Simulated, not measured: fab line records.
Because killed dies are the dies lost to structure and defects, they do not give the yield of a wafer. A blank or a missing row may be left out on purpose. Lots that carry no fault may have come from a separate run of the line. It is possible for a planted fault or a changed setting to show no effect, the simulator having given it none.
Comparing a struck lot with a sound one || flow sky130 || 15 out of 708 route steps
Sound: wafers L932.1, L932.4, L932.6. Struck: wafer L925.2. (L925.6 of the same lot was not struck and is left out.) The cause comes at the end.
At each step with rows: each side's tool, then ch and its chambers, then its first start. Under that, the readings that differ: sound wafers || struck wafers || difference of the means || sigmas: that difference in standard deviations of wafers without a fault.
alike: words and numbers the same on both sides, and readings whose means are apart by under 2 such deviations; not compared: readings that were withheld, readings missing a value for some wafer, numbers with overlapping values and no deviation given by the record, and bounds like >300 which may hide the same value.
The two part at a step that has a row with sigmas, a row that says differs or no value, or rows on one side only. When numbers do not overlap yet have no deviation, they are printed without sigmas and do not part them. Lack of a reading on every wafer of one side parts them only where that side has two or more wafers.

first, 2 steps without rows for these wafers: SKY_CAPM_PEB_10; SKY_CAPM_DEVELOP_11 (develop time 60 s).
SKY_CAPM_OVL_MEAS_12:
  sound: overlay-01 at day 42 12:59; struck: overlay-01 at day 40 10:15
  alike: CAPM_OVL
SKY_CAPM_METAL_ETCH_13: etches TiN in Cl2/BCl3, stops on SiO2, target depth 220 nm, time 62.9 s.
  sound on rie metal-02 ch 0,1, day 42 13:01; struck on rie metal-01 ch 0, day 40 10:17
{"reading": "oes product au (a.u.)", "sound": "0.952 0.948 0.946", "struck": 0.935, "difference": -0.014, "sigmas": -2}
  alike: drypump motor current A, throttle valve pct
  not compared: rf hours counter h
SKY_CAPM_STRIP_14: strips in O2/N2.
  sound on plasma asher-01 ch 0,1, day 42 13:06; struck on plasma asher-01 ch 1, day 40 10:21
{"reading": "strip time to endpoint s (s)", "sound": "12.64 12.66 12.63", "struck": 12.54, "difference": -0.10, "sigmas": -2}
  alike: drypump motor current A, oes product au
  not compared: rf hours counter h
then, 7 steps without rows for these wafers: SKY_CAPM_STRIP_15 (strips in post etch residue remover, time 1200 s); SKY_CAPM_CLEAN_16 (cleans in IPA, time 180 s); SKY_CAPM_CLEAN_17 (cleans in O3/DIW); SKY_METAL3_DEHYDRATE_05 (time 60 s); SKY_METAL3_HMDS_06 (prime time 60 s); SKY_METAL3_COAT_07 (resist thk 60 nm); SKY_METAL3_COAT_08 (resist thk 1140 nm).
SKY_METAL3_SOFTBAKE_09: time 90 s.
  sound on litho track-03 ch 0, day 43 01:00; struck on litho track-01 ch 0, day 40 22:00
{"reading": "heater power total W (W)", "sound": "57.28 57.41 57.24", "struck": 58.79, "difference": "+1.48", "sigmas": "+12"}
{"reading": "run length s (s)", "sound": "119.18 119.12 119.21", "struck": 113.17, "difference": -6.00, "sigmas": -23}
then, 1 step without rows for these wafers: SKY_METAL3_EXPOSE_10 (exposes mask MM3, target cd 300 nm).
-- the record jumps here: 7 days lie between the struck wafers' starts before and after (it left off in module METAL3 and takes up again in module PAD_OPEN, whose first step shown is number 708 of the route) --
SKY_PAD_OPEN_PROBE_99:
  sound: prober-01 at day 49 18:38; struck: prober-02 at day 48 04:34
{"reading": "killed at other", "sound": "0 0 0", "struck": 2, "difference": "+2", "sigmas": "+4"}
  alike: defect limited yield, killed_at_M0_to_M3, killed_at_M4_up, killed at contacts, killed at front end, killed dies, killed open, killed short, sort_bin_3_pad_short, sort_bin_5_function, sort_bin_6_memory, sort n pass, sort yield pct

== WHERE THEY PART ==
Last at SKY_PAD_OPEN_PROBE_99 as far as this record goes, first at SKY_CAPM_METAL_ETCH_13.

WHY: the cause the simulator had injected
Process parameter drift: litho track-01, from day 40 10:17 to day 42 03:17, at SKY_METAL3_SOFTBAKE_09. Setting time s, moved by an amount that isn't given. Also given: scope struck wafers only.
